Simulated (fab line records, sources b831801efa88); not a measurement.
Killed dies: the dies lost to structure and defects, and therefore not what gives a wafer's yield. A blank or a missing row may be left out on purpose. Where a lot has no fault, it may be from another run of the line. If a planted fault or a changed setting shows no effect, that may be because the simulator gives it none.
Which tool did it? ; flow sfq_line ; 14 lots with 42 wafers sampled at 6 steps, on a route of 325 steps

## WHAT EACH GAUGE READ, for each wafer
SFQ_I0_BOW_MEAS_907. Usual: I0_BOW 1 um, standard deviation 7.1.
lot;measured;on;I0_BOW (um);flag
L570;day 9 13:01;film_metro-01;9 -10 8;
L571;day 9 14:11;film_metro-02;9 -4 2;
L573;day 9 23:08;film_metro-03;-20 8 -8;
L575;day 10 11:33;film_metro-02;4 2 -9;
L576;day 10 12:23;film_metro-03;-5 6 -5;
L579;day 11 05:33;film_metro-02;1 -4 4;
L580;day 11 11:35;film_metro-03;8 5 4;
L581;day 11 21:59;film_metro-03;-11 -4 -4;
L582;day 12 05:12;film_metro-01;-11 -14 8;
L585;day 13 01:27;film_metro-01;-3 6 -7;
L588;day 18 23:17;film_metro-01;-3 9 -4;
L590;day 19 18:04;film_metro-02;1 -10 7;
L591;day 19 21:05;film_metro-03;-11 -4 3;
L592;day 20 02:18;film_metro-02;-5 -5 -3;

SFQ_M1_RS_MEAS_909: measures by four-point-probe. Usual: M1_NB_RS 0.889 ohm/sq, standard deviation 0.01.
lot;measured;on;M1_NB_RS (ohm/sq);flag
L570;day 13 15:17;film_metro-02;0.872 0.878 0.881;
L571;day 14 03:23;film_metro-04;0.895 0.886 0.891;
L573;day 14 15:24;film_metro-01;0.905 0.892 0.887;
L575;day 15 04:35;film_metro-04;0.897 0.899 0.901;
L576;day 15 05:47;film_metro-01;0.896 0.901 0.903;
L579;day 16 04:38;film_metro-04;0.903 0.884 0.893;
L580;day 16 11:49;film_metro-02;0.889 0.898 0.882;
L581;day 16 21:58;film_metro-04;- - -;OFF
L582;day 17 02:47;film_metro-02;- - -;OFF
L585;day 17 19:38;film_metro-02;0.866 0.870 0.867;
L588;day 19 03:56;film_metro-04;0.877 0.884 0.884;
L590;day 20 01:20;film_metro-04;0.873 0.881 0.877;
L591;day 20 03:46;film_metro-04;0.897 0.897 0.889;
L592;day 20 06:58;film_metro-02;0.891 0.903 0.881;

SFQ_M1_OVL_MEAS_911. Usual: M1_OVL 3 nm, standard deviation 5.8.
lot;measured;on;M1_OVL (nm);flag
L570;day 18 06:30;overlay-02;5 10 4;
L571;day 18 12:29;overlay-01;8 3 8;
L573;day 19 10:05;overlay-01;2 3 5;
L575;day 20 00:37;overlay-02;-3 -3 1;
L576;day 20 01:49;overlay-02;10 -1 3;
L579;day 20 17:25;overlay-01;7 2 3;
L580;day 20 23:26;overlay-02;6 9 3;
L581;day 21 12:53;overlay-02;8 6 7;
L582;day 21 21:17;overlay-02;13 7 5;
L585;day 22 18:10;overlay-01;-10 -3 -5;
L588;day 24 03:05;overlay-01;7 6 5;
L590;day 25 03:13;overlay-02;-4 1 3;
L591;day 25 05:37;overlay-02;-3 -3 -2;
L592;day 25 11:45;overlay-02;5 9 2;

SFQ_M2_RS_MEAS_914: measures by four-point-probe. Usual: M2_NB_RS 0.894 ohm/sq, standard deviation 0.012.
lot;measured;on;M2_NB_RS (ohm/sq);flag
L570;day 23 18:28;film_metro-02;0.914 0.895 0.894;
L571;day 23 23:58;film_metro-02;0.874 0.893 0.877;
L573;day 24 22:19;film_metro-04;0.895 0.915 0.904;
L575;day 25 19:54;film_metro-04;0.894 0.895 0.905;
L576;day 25 23:30;film_metro-02;0.890 0.891 0.886;
L579;day 26 08:54;film_metro-04;0.877 0.879 0.885;
L580;day 26 13:57;film_metro-04;0.911 0.907 0.912;
L581;day 27 07:06;film_metro-04;0.883 0.887 0.889;
L582;day 27 17:32;film_metro-02;0.892 0.883 0.886;
L585;day 29 00:59;film_metro-04;0.879 0.883 0.883;
L588;day 30 14:07;film_metro-02;0.898 0.895 0.904;
L590;day 31 05:41;film_metro-03;0.897 0.904 0.902;
L591;day 31 09:18;film_metro-04;0.892 0.896 0.884;
L592;day 31 16:30;film_metro-02;0.904 0.896 0.895;

## EACH LOT AND THE TOOL THAT RAN IT (in order: tool; ch and the chambers of the sampled wafers; start)
lot;SFQ_TRILAYER_M1_DEP_SPUTTER_037;SFQ_TRILAYER_M1_ETCH_METAL_ETCH_042
L570;pvd_sputter-04, day 13 15:08;rie_metal-03 ch 0,1, day 18 06:38
L571;pvd_sputter-06, day 14 03:18;rie_metal-03 ch 0,1, day 18 12:35
L573;pvd_sputter-03, day 14 15:17;rie_metal-02 ch 0,1, day 19 10:11
L575;pvd_sputter-03, day 15 04:29;rie_metal-01 ch 0,1, day 20 00:43
L576;pvd_sputter-06, day 15 05:41;rie_metal-01 ch 0,1, day 20 01:55
L579;pvd_sputter-03, day 16 04:32;rie_metal-03 ch 1, day 20 17:34
L580;pvd_sputter-03, day 16 11:41;rie_metal-02 ch 0,1, day 20 23:33
L581;pvd_sputter-06, day 16 21:53;rie_metal-01 ch 0,1, day 21 12:59
L582;pvd_sputter-04, day 17 02:41;rie_metal-01 ch 0,1, day 21 21:23
L585;pvd_sputter-04, day 17 19:29;rie_metal-03 ch 0,1, day 22 18:17
L588;pvd_sputter-04, day 19 03:51;rie_metal-01 ch 0, day 24 03:11
L590;pvd_sputter-04, day 20 01:15;rie_metal-01 ch 0,1, day 25 03:19
L591;pvd_sputter-06, day 20 03:39;rie_metal-01 ch 1, day 25 05:49
L592;pvd_sputter-04, day 20 06:51;rie_metal-01 ch 0, day 25 11:50
- SFQ_TRILAYER_M1_DEP_SPUTTER_037: material Nb, target thk 200 nm, time 133.3 s.
- SFQ_TRILAYER_M1_ETCH_METAL_ETCH_042: etches Nb in Cl2/Ar, stops on SiO2, target depth 240 nm, time 120 s.

## AS READ BY THE TOOLS THEMSELVES (means over the sampled wafers that have a number; for cases with no such wafer, the mark the record gives instead)
SFQ_TRILAYER_M1_DEP_SPUTTER_037. Usual: base_pressure_pa 1.31e-06 Pa, standard deviation 9.2e-08; cathode_dc_power_W 2000.0 W, standard deviation 0.33; substrate_temp_c 19.99 C, standard deviation 0.11; throttle_valve_pct 30.1 %, standard deviation 1.2.
lot;tool;base_pressure_pa (Pa);cathode_dc_power_W (W);substrate_temp_c (C);throttle_valve_pct (%);flag
L570;pvd_sputter-04;1.25e-06;2000.1;20.04;30.2;
L571;pvd_sputter-06;1.30e-06;2000.2;19.95;30.4;
L573;pvd_sputter-03;1.28e-06;1999.9;20.03;29.5;
L575;pvd_sputter-03;1.36e-06;1999.8;19.86;30.2;
L576;pvd_sputter-06;1.22e-06;2000.0;20.07;31.2;
L579;pvd_sputter-03;1.37e-06;2000.0;19.99;29.5;
L580;pvd_sputter-03;1.30e-06;2000.0;19.94;28.6;
L581;pvd_sputter-06;-;-;-;-;OFF
L582;pvd_sputter-04;-;-;-;-;OFF
L585;pvd_sputter-04;1.31e-06;2000.1;19.89;29.8;
L588;pvd_sputter-04;1.24e-06;2000.0;20.06;30.0;
L590;pvd_sputter-04;1.36e-06;1999.6;19.94;29.2;
L591;pvd_sputter-06;1.29e-06;1999.9;19.99;30.5;
L592;pvd_sputter-04;1.23e-06;1999.8;20.10;29.9;

SFQ_TRILAYER_M1_ETCH_METAL_ETCH_042. Usual: drypump_motor_current_A 5.6 A, standard deviation 0.67; oes_product_au 0.894 a.u., standard deviation 0.0073.
lot;tool;drypump_motor_current_A (A);oes_product_au (a.u.);flag
L570;rie_metal-03;5.2;0.901;
L571;rie_metal-03;5.1;0.891;
L573;rie_metal-02;5.5;0.897;
L575;rie_metal-01;5.6;0.890;
L576;rie_metal-01;6.1;0.890;
L579;rie_metal-03;5.3;0.891;
L580;rie_metal-02;5.5;0.897;
L581;rie_metal-01;5.6;0.377;OFF
L582;rie_metal-01;5.6;0.373;OFF
L585;rie_metal-03;5.2;0.905;
L588;rie_metal-01;5.1;0.894;
L590;rie_metal-01;6.1;0.903;
L591;rie_metal-01;6.6;0.888;
L592;rie_metal-01;5.1;0.894;

## THE ANSWER, worked out from the rows above alone
Rule: take the mean of a lot's wafers that have a number; if it is more than 3 standard deviations from the usual mean, the lot is off. A lot without any number at a reading at which 4 lots or more have one is off too. The other lots that the step has rows for count as sound. Order of review: gauges by route order, followed by the tools' own readings, for which a lot's mean as printed above is used. At the first step where some lot is off, the reading lying furthest off is the one used; lots without a number count as furthest.
Off: at SFQ_M1_RS_MEAS_909 (M1_NB_RS), L581, L582. Without a number there: L581, L582.
If a tool, at a process step before that reading, ran all the lots that are off and no sound lot after the first of them, it fits. Not tried: the gauges at SFQ_M1_RS_MEAS_909; whatever is off there is also off at SFQ_TRILAYER_M1_DEP_SPUTTER_037, on other tools, and gauge error can't account for it. Not one of the candidates tried fits.

## WHAT HAD BEEN PUT IN BY THE SIMULATOR
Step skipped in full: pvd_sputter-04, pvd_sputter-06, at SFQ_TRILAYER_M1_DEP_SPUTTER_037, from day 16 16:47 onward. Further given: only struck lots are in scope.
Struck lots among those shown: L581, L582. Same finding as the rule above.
